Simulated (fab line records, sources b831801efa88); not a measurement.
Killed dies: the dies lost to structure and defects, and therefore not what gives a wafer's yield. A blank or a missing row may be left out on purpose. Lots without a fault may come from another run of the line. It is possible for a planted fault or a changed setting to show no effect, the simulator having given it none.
What tool caused it?    flow gf180mcu    15 lots, 45 wafers sampled, at 3 steps of a route of 602

## WHAT THE GAUGES READ, wafer by wafer
GF_M3_THK_MEAS_06: measures by xrf. Usual: for M3_ALCU_THK the level is 456 nm and the standard deviation is 4.6.
lot   measured      on            M3_ALCU_THK (nm)  flag
L391  day 19 15:56  filmMetro-04  457 458 453       
L392  day 20 10:27  filmMetro-04  456 453 452       
L394  day 21 08:25  filmMetro-02  460 455 450       
L396  day 22 07:05  filmMetro-04  464 463 459       
L397  day 22 22:00  filmMetro-02  449 457 455       
L398  day 23 00:11  filmMetro-03  454 461 449       
L400  day 24 06:23  filmMetro-02  451 452 450       
L401  day 24 15:59  filmMetro-02  455 461 455       
L402  day 24 17:14  filmMetro-04  453 455 456       
L409  day 26 16:58  filmMetro-02  453 451 448       
L410  day 26 21:07  filmMetro-03  459 454 457       
L411  day 27 02:23  filmMetro-03  460 456 459       
L412  day 27 05:22  filmMetro-02  458 454 461       
L413  day 27 12:16  filmMetro-02  452 458 453       
L414  day 27 19:33  filmMetro-04  458 458 454       

## EACH LOT AND THE TOOL THAT RAN IT (in order: tool; ch and the chambers of the sampled wafers; start)
lot   GF_V2_ETCH_16                      GF_V2_CVD_23
L391  rieDiel-02 ch 0,2,3, day 19 14:10  cvdW-01 ch 0,1, day 19 14:57
L392  rieDiel-02 ch 0,2,3, day 20 08:43  cvdW-02 ch 0,1, day 20 09:32
L394  rieDiel-01 ch 2,3, day 21 06:43    cvdW-02 ch 0,1, day 21 07:29
L396  rieDiel-02 ch 1,2,3, day 22 05:21  cvdW-01 ch 0,1, day 22 06:09
L397  rieDiel-01 ch 0,1,3, day 22 20:19  cvdW-01 ch 0,1, day 22 21:04
L398  rieDiel-02 ch 0,1,2, day 22 22:27  cvdW-02 ch 0,1, day 22 23:15
L400  rieDiel-04 ch 0,2, day 24 04:39    cvdW-01 ch 0,1, day 24 05:27
L401  rieDiel-02 ch 0,1, day 24 14:09    cvdW-02 ch 1, day 24 14:58
L402  rieDiel-04 ch 1,2, day 24 15:30    cvdW-01 ch 0,1, day 24 16:18
L409  rieDiel-02 ch 1,2,3, day 26 15:15  cvdW-01 ch 0,1, day 26 16:01
L410  rieDiel-04 ch 0,3, day 26 19:12    cvdW-01 ch 0,1, day 26 19:59
L411  rieDiel-04 ch 0,3, day 27 00:39    cvdW-01 ch 0,1, day 27 01:27
L412  rieDiel-04 ch 1,3, day 27 03:37    cvdW-02 ch 0,1, day 27 04:26
L413  rieDiel-01 ch 0,2,3, day 27 10:33  cvdW-02 ch 0,1, day 27 11:19
L414  rieDiel-02 ch 2,3, day 27 17:51    cvdW-02 ch 1, day 27 18:37
- GF_V2_ETCH_16: etches BARC in N2/H2.
- GF_V2_CVD_23: deposits W, target thk 350 nm, time 104.94 s.

## AS READ BY THE TOOLS THEMSELVES (means over the sampled wafers that have a number; for cases with no such wafer, the mark the record gives instead)
GF_V2_ETCH_16. Usual: drypumpMotorCurrentA 5.8 A, standard deviation 0.43; oesProductAu 0.854 a.u., standard deviation 0.0051; throttleValvePct 13.224 %, standard deviation 0.0092.
lot   tool        drypumpMotorCurrentA (A)  oesProductAu (a.u.)  throttleValvePct (%)  flag
L391  rieDiel-02  5.3                       0.856                13.224                
L392  rieDiel-02  5.3                       0.856                13.226                
L394  rieDiel-01  6.0                       0.854                13.227                
L396  rieDiel-02  5.7                       0.853                13.222                
L397  rieDiel-01  6.2                       0.851                13.225                
L398  rieDiel-02  5.6                       0.854                13.220                
L400  rieDiel-04  5.9                       0.857                13.229                
L401  rieDiel-02  5.8                       0.855                13.224                
L402  rieDiel-04  5.6                       0.856                13.221                
L409  rieDiel-02  5.7                       0.853                13.226                
L410  rieDiel-04  6.2                       0.852                13.221                
L411  rieDiel-04  6.1                       0.857                13.225                
L412  rieDiel-04  6.0                       0.857                13.223                
L413  rieDiel-01  5.9                       0.855                13.221                
L414  rieDiel-02  5.5                       0.857                13.238                

GF_V2_CVD_23. Usual: heaterPowerW 784 W, standard deviation 61.
lot   tool     heaterPowerW (W)  flag
L391  cvdW-01  798               
L392  cvdW-02  781               
L394  cvdW-02  767               
L396  cvdW-01  822               
L397  cvdW-01  827               
L398  cvdW-02  778               
L400  cvdW-01  795               
L401  cvdW-02  823               
L402  cvdW-01  840               
L409  cvdW-01  829               
L410  cvdW-01  804               
L411  cvdW-01  839               
L412  cvdW-02  780               
L413  cvdW-02  776               
L414  cvdW-02  840               

## THE ANSWER, worked out from the rows above alone
Rule: a lot counts as off when the mean over its wafers that have a number is more than 3 standard deviations away from the usual mean. A lot without any number at a reading at which 4 lots or more have one is off too. Any other lot the step has rows for is counted as sound. First the gauges in route order, then the tools' own readings, where a lot's mean is used as printed above. The first step at which some lot is off is used, and at that step the reading that is off furthest; a lot without a number counts as furthest.
None of the lots is off at any reading shown; this tells nothing.

## WHAT WAS PUT IN BY THE SIMULATOR
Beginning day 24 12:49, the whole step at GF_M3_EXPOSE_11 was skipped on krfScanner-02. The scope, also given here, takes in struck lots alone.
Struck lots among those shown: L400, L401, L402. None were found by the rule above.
